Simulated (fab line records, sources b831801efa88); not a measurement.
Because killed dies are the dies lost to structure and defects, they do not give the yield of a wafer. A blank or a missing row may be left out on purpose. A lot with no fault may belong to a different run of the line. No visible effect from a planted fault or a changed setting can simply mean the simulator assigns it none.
Which of the tools did it? + flow sky130 + 15 lots, 45 wafers sampled, at 2 steps of a route of 708

== WHAT EACH GAUGE READ, for each wafer ==
SKY_LDD_LDN_TW_MEAS_13.
| lot  | measured     | on            | LDD_LDN_TW                    |
|------|--------------|---------------|-------------------------------|
| L773 | day 22 12:20 | film-metro-02 | 1487 1475 1484                |
| L774 | day 22 22:47 | film-metro-02 | 1487 1487 1493                |
| L775 | day 23 19:23 | film-metro-02 | 1490 1487 1489                |
| L777 | day 24 06:35 | film-metro-04 | 1488 1492 1488                |
| L776 | day 24 09:53 | film-metro-04 | 1492 1491 1489                |
| L778 | day 24 15:50 | film-metro-04 | 1492 1493 1487                |
| L780 | day 25 11:56 | film-metro-02 | 1490 1494 1484                |
| L786 | day 27 10:38 | film-metro-02 | 1516 1523 1519 1513 1509 1518 |
| L787 | day 27 19:29 | film-metro-03 | 1496 1503 1510                |
| L788 | day 28 01:38 | film-metro-02 | 1529 1524 1531 1527 1529 1525 |
| L789 | day 28 10:47 | film-metro-04 | 1536 1539 1532 1532 1534 1537 |
| L790 | day 28 20:50 | film-metro-04 | 1497 1498 1496                |
| L794 | day 30 08:53 | film-metro-04 | 1499 1502 1492                |
| L795 | day 30 23:19 | film-metro-03 | 1513 1510 1505                |
| L796 | day 31 13:13 | film-metro-02 | 1483 1480 1485                |

== WHICH TOOL RAN EACH LOT (tool, then ch and the chambers of the sampled wafers, then the start) ==
| lot  | SKY_LDD_LDN_IMPLANT_11          |
|------|---------------------------------|
| L773 | implanter-03 ch 0, day 22 12:05 |
| L774 | implanter-02 ch 0, day 22 22:32 |
| L775 | implanter-03 ch 0, day 23 19:10 |
| L777 | implanter-03 ch 0, day 24 06:20 |
| L776 | implanter-04 ch 0, day 24 09:38 |
| L778 | implanter-04 ch 0, day 24 15:37 |
| L780 | implanter-02 ch 0, day 25 11:43 |
| L786 | implanter-03 ch 0, day 27 10:23 |
| L787 | implanter-04 ch 0, day 27 19:16 |
| L788 | implanter-03 ch 0, day 28 01:25 |
| L789 | implanter-03 ch 0, day 28 10:34 |
| L790 | implanter-04 ch 0, day 28 20:35 |
| L794 | implanter-02 ch 0, day 30 08:38 |
| L795 | implanter-03 ch 0, day 30 23:04 |
| L796 | implanter-02 ch 0, day 31 12:58 |
- SKY_LDD_LDN_IMPLANT_11

== AS READ BY THE TOOLS THEMSELVES (means over the sampled wafers that have a number; for cases with no such wafer, the mark the record gives instead) ==
SKY_LDD_LDN_IMPLANT_11.
| lot  | tool         | dose-ions-cm2 | faraday-current-uA | rotation-deg (degrees) |
|------|--------------|---------------|--------------------|------------------------|
| L773 | implanter-03 | 1.2507e+13    | 70.8               | 293.03                 |
| L774 | implanter-02 | 1.2495e+13    | 70.2               | 292.98                 |
| L775 | implanter-03 | 1.2522e+13    | 70.1               | 293.03                 |
| L777 | implanter-03 | 1.2495e+13    | 70.3               | 292.97                 |
| L776 | implanter-04 | 1.2501e+13    | 71.6               | 293.01                 |
| L778 | implanter-04 | 1.2521e+13    | 70.7               | 292.99                 |
| L780 | implanter-02 | 1.2478e+13    | 70.9               | 292.97                 |
| L786 | implanter-03 | 1.7702e+13    | 98.7               | 293.03                 |
| L787 | implanter-04 | 1.2505e+13    | 71.6               | 293.01                 |
| L788 | implanter-03 | 1.7722e+13    | 100.1              | 293.03                 |
| L789 | implanter-03 | 1.7715e+13    | 101.6              | 292.98                 |
| L790 | implanter-04 | 1.2502e+13    | 69.8               | 292.96                 |
| L794 | implanter-02 | 1.2487e+13    | 70.1               | 293.00                 |
| L795 | implanter-03 | 1.2498e+13    | 71.4               | 293.02                 |
| L796 | implanter-02 | 1.2505e+13    | 70.1               | 293.01                 |

== THE ANSWER, worked out from the rows above alone ==
Rule: what is usual is taken from the lots themselves. The widest of any qualifying gaps counts: lots, ordered by their means at a reading, are off when they make up no more than a third of the lots, leave a main group of 4 or more, and stand apart from it by 3 or more times the standard deviation of that group's means. A main group is skipped when, at the precision printed for the reading in the tables above, its means are all equal. A lot without any number at a reading at which 4 lots or more have one is off too. All remaining lots with rows at the step are treated as sound. First the gauges in route order, then the tools' own readings, where a lot's mean is used as printed above. At the first step where some lot is off, the reading lying furthest off is the one used; lots without a number count as furthest.
Off at SKY_LDD_LDN_IMPLANT_11 (dose-ions-cm2): L786, L788, L789. The main group has a mean of 1.2501e+13 with a standard deviation of 1.2e+10.
A tool fits if, at that step or a process step before it, it ran every lot that is off, and no sound lot after the first of them. Of those tried, none fits.

== WHAT WAS PUT IN BY THE SIMULATOR ==
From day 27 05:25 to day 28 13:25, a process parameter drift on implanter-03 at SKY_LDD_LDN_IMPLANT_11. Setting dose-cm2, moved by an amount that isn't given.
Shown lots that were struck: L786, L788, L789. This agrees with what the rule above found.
